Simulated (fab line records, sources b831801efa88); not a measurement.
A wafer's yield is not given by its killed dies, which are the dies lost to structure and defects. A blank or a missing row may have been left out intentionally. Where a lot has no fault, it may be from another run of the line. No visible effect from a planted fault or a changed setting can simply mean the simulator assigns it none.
What tool caused it? | flow gf180mcu | 14 lots, 42 wafers sampled, at 4 steps of a route of 602

## WHAT EACH GAUGE READ, for each wafer
Not one reading of a measure or inspect step in the record can be checked against a usual standard deviation.

## WHAT TOOL EACH LOT RAN ON (gives the tool, then ch and the chambers of the sampled wafers, and finally the start)
lot  | GF_V2_CVD_23                  | GF_V2_CMP_26                  | GF_M4_SPUTTER_03             | GF_V4_CVD_02
L658 | cvd-w-01 ch 0,1, day 20 21:59 | cmp-01 ch 0,2,3, day 20 22:20 | pvd-sputter-02, day 23 00:46 | pecvd-04 ch 0,1,2, day 24 00:07
L659 | cvd-w-02 ch 0,1, day 21 01:42 | cmp-01 ch 0,3, day 21 01:59   | pvd-sputter-02, day 23 04:50 | pecvd-04 ch 0,1, day 24 04:31
L660 | cvd-w-01 ch 1, day 21 15:36   | cmp-01 ch 1,3, day 21 15:56   | pvd-sputter-02, day 23 17:59 | pecvd-04 ch 1,2, day 24 17:09
L664 | cvd-w-02 ch 0,1, day 23 01:14 | cmp-02 ch 0,3, day 23 01:32   | pvd-sputter-01, day 25 01:29 | pecvd-03 ch 0,1, day 25 23:26
L666 | cvd-w-02 ch 0,1, day 23 13:19 | cmp-01 ch 1,2,3, day 23 13:43 | pvd-sputter-03, day 25 12:42 | -
L667 | cvd-w-02 ch 0,1, day 24 05:15 | cmp-01 ch 0,1,2, day 24 05:38 | pvd-sputter-01, day 26 04:36 | -
L671 | cvd-w-02 ch 1, day 25 14:38   | cmp-02 ch 1,3, day 25 15:14   | pvd-sputter-03, day 27 12:09 | pecvd-03 ch 0,1,2, day 28 09:40
L673 | cvd-w-02 ch 0,1, day 26 07:16 | cmp-02 ch 0,1, day 26 07:34   | pvd-sputter-01, day 28 03:30 | pecvd-01 ch 0,2, day 29 00:06
L674 | cvd-w-02 ch 0,1, day 26 12:12 | cmp-02 ch 1,2, day 26 12:29   | pvd-sputter-01, day 28 08:13 | pecvd-04 ch 1,2, day 29 03:58
L676 | cvd-w-02 ch 1, day 26 22:32   | cmp-02 ch 0,1,2, day 26 23:10 | pvd-sputter-01, day 28 18:50 | pecvd-04 ch 0,1,2, day 29 14:44
L677 | cvd-w-02 ch 0,1, day 27 08:09 | cmp-02 ch 0,2,3, day 27 08:26 | pvd-sputter-03, day 29 03:52 | pecvd-04 ch 0,1,2, day 29 23:42
L678 | cvd-w-01 ch 0,1, day 27 12:48 | cmp-01 ch 0,1,2, day 27 13:14 | pvd-sputter-01, day 29 08:12 | pecvd-04 ch 0,2, day 30 04:07
L679 | cvd-w-02 ch 0,1, day 27 21:37 | cmp-01 ch 0,1,2, day 27 21:54 | pvd-sputter-01, day 29 16:41 | pecvd-03 ch 0,1,2, day 30 12:07
L680 | cvd-w-01 ch 0,1, day 28 06:08 | cmp-01 ch 1,2,3, day 28 06:31 | pvd-sputter-03, day 29 23:44 | pecvd-03 ch 0,1, day 30 18:53
- GF_V2_CVD_23: deposits W, target thk 350 nm, time 104.94 s.
- GF_V2_CMP_26: polishes, stops on SiO2, t overpolish 15 s, target thk 0 nm.
- GF_M4_SPUTTER_03: material Ti, target thk 10 nm, time 6.7 s.
- GF_V4_CVD_02: deposits SiO2 from TEOS, target thk 850 nm, time 94.851 s.

## AS READ BY THE TOOLS THEMSELVES (means over the sampled wafers that have a number; for cases with no such wafer, the mark the record gives instead)
GF_V2_CVD_23.
lot  | tool     | heater-power-w (W)
L658 | cvd-w-01 | 872
L659 | cvd-w-02 | 811
L660 | cvd-w-01 | 855
L664 | cvd-w-02 | 778
L666 | cvd-w-02 | 771
L667 | cvd-w-02 | 774
L671 | cvd-w-02 | 728
L673 | cvd-w-02 | 782
L674 | cvd-w-02 | 824
L676 | cvd-w-02 | 726
L677 | cvd-w-02 | 760
L678 | cvd-w-01 | 873
L679 | cvd-w-02 | 774
L680 | cvd-w-01 | 889

GF_V2_CMP_26.
lot  | tool   | motor-current-A (A) | overpolish-run-s (s) | time-to-endpoint-s (s)
L658 | cmp-01 | 10.9                | 14.997               | 83
L659 | cmp-01 | 11.8                | 15.001               | 86
L660 | cmp-01 | 9.5                 | 15.002               | 82
L664 | cmp-02 | 10.7                | 15.002               | 83
L666 | cmp-01 | 10.1                | 15.008               | 91
L667 | cmp-01 | 11.3                | 14.998               | 90
L671 | cmp-02 | 10.4                | 14.997               | 90
L673 | cmp-02 | 10.5                | 14.995               | 90
L674 | cmp-02 | 11.3                | 15.005               | 94
L676 | cmp-02 | 11.5                | 14.993               | 87
L677 | cmp-02 | 11.3                | 15.004               | 87
L678 | cmp-01 | 11.0                | 15.007               | 89
L679 | cmp-01 | 11.1                | 15.001               | 87
L680 | cmp-01 | 9.7                 | 14.991               | 87

GF_M4_SPUTTER_03.
lot  | tool           | cathode-dc-power-W (W) | chamber-pressure-pa (Pa) | throttle-valve-pct (%)
L658 | pvd-sputter-02 | 2999.7                 | 0.3000                   | 30.2
L659 | pvd-sputter-02 | 2999.9                 | 0.2998                   | 30.1
L660 | pvd-sputter-02 | 2999.8                 | 0.3000                   | 30.0
L664 | pvd-sputter-01 | 2999.8                 | 0.3007                   | 30.1
L666 | pvd-sputter-03 | -                      | -                        | -
L667 | pvd-sputter-01 | -                      | -                        | -
L671 | pvd-sputter-03 | 3000.3                 | 0.3004                   | 30.1
L673 | pvd-sputter-01 | 3000.5                 | 0.3000                   | 29.5
L674 | pvd-sputter-01 | 3000.1                 | 0.3001                   | 29.4
L676 | pvd-sputter-01 | 2999.9                 | 0.3003                   | 29.9
L677 | pvd-sputter-03 | 2999.5                 | 0.2998                   | 29.7
L678 | pvd-sputter-01 | 2999.7                 | 0.3002                   | 28.7
L679 | pvd-sputter-01 | 3000.3                 | 0.3002                   | 29.4
L680 | pvd-sputter-03 | 3000.6                 | 0.3005                   | 29.3

GF_V4_CVD_02.
lot  | tool     | heater-power-w (W)
L658 | pecvd-04 | 603
L659 | pecvd-04 | 651
L660 | pecvd-04 | 677
L664 | pecvd-03 | 588
L671 | pecvd-03 | 616
L673 | pecvd-01 | 653
L674 | pecvd-04 | 614
L676 | pecvd-04 | 610
L677 | pecvd-04 | 635
L678 | pecvd-04 | 696
L679 | pecvd-03 | 641
L680 | pecvd-03 | 600

## THE ANSWER, worked out from the rows above alone
Rule: what is usual is taken from the lots themselves. Put in order of their means at a reading, lots are off if they are a third of the lots or fewer, leave a main group of 4 or more, and stand apart from it by a gap of 3 or more times the standard deviation of the main group's means; of several such gaps the widest counts. A main group is skipped when, at the precision printed for the reading in the tables above, its means are all equal. Also off: a lot with no number at a reading for which 4 or more lots have one. All remaining lots with rows at the step are treated as sound. First the gauges in route order, then the tools' own readings, where a lot's mean is used as printed above. At the first step where some lot is off, the reading lying furthest off is the one used; lots without a number count as furthest.
Off, at GF_M4_SPUTTER_03 on cathode-dc-power-W: L666, L667. Without a number there: L666, L667. Mean 3000.0 W and standard deviation 0.33 in the main group.
A tool fits if, at that step or a process step before it, it ran every lot that is off, and no sound lot after the first of them. Not one of the candidates tried fits.

## WHAT WAS PUT IN BY THE SIMULATOR
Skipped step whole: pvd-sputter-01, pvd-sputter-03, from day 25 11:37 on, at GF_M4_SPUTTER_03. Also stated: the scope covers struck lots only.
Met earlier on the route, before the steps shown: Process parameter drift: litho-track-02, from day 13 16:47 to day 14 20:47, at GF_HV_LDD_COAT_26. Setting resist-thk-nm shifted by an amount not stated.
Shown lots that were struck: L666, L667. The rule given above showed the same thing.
